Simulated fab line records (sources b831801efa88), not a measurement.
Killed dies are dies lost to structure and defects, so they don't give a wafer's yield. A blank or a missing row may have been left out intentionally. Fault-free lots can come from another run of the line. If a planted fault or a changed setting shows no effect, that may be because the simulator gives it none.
What tool caused it?    flow gf180mcu    20 wafers from 7 lots sampled at 3 of the route's 602 steps

== WHAT EACH GAUGE READ, for each wafer ==
GF_V3_BOW_MEAS_05.
lot   measured      on             V3_BOW (um)
L560  day 22 03:52  film_metro-01  113 117 118
L562  day 22 19:53  film_metro-02  114 126 112
L564  day 23 15:07  film_metro-01  118 122 116
L567  day 24 18:14  film_metro-01  118 114 101
L569  day 25 06:21  film_metro-03  119 118 127
L577  day 28 06:23  film_metro-03  119 120
L581  day 29 01:02  film_metro-01  123 112 122

== WHAT TOOL EACH LOT RAN ON (gives the tool, then ch and the chambers of the sampled wafers, and finally the start) ==
lot   GF_V2_SPUTTER_21              GF_V3_CMP_04
L560  pvd_sputter-02, day 21 01:46  cmp-01 ch 0,2,3, day 22 03:37
L562  pvd_sputter-02, day 21 18:59  cmp-01 ch 0,1,3, day 22 19:35
L564  pvd_sputter-01, day 22 14:16  cmp-02 ch 1,3, day 23 14:49
L567  pvd_sputter-01, day 23 18:02  cmp-02 ch 0,2,3, day 24 18:02
L569  pvd_sputter-04, day 24 06:58  cmp-01 ch 1,2,3, day 25 06:02
L577  pvd_sputter-01, day 27 07:38  cmp-01 ch 1,3, day 28 06:13
L581  pvd_sputter-01, day 28 03:28  cmp-02 ch 1,3, day 29 00:43
- GF_V2_SPUTTER_21: material Ti, target thk 15 nm, time 80.02 s.
- GF_V3_CMP_04: polishes SiO2.

== THE ANSWER, worked out from the rows above alone ==
Rule: what is usual is taken from the lots themselves. The widest of any qualifying gaps counts: lots, ordered by their means at a reading, are off when they make up no more than a third of the lots, leave a main group of 4 or more, and stand apart from it by 3 or more times the standard deviation of that group's means. A main group whose means are all the same, to the digits that the tables above print for the reading, isn't used. Also off: a lot with no number at a reading for which 4 or more lots have one. The other lots that the step has rows for count as sound.
None of the lots is off at any reading shown; this tells nothing.

== WHAT THE SIMULATOR HAD INSERTED ==
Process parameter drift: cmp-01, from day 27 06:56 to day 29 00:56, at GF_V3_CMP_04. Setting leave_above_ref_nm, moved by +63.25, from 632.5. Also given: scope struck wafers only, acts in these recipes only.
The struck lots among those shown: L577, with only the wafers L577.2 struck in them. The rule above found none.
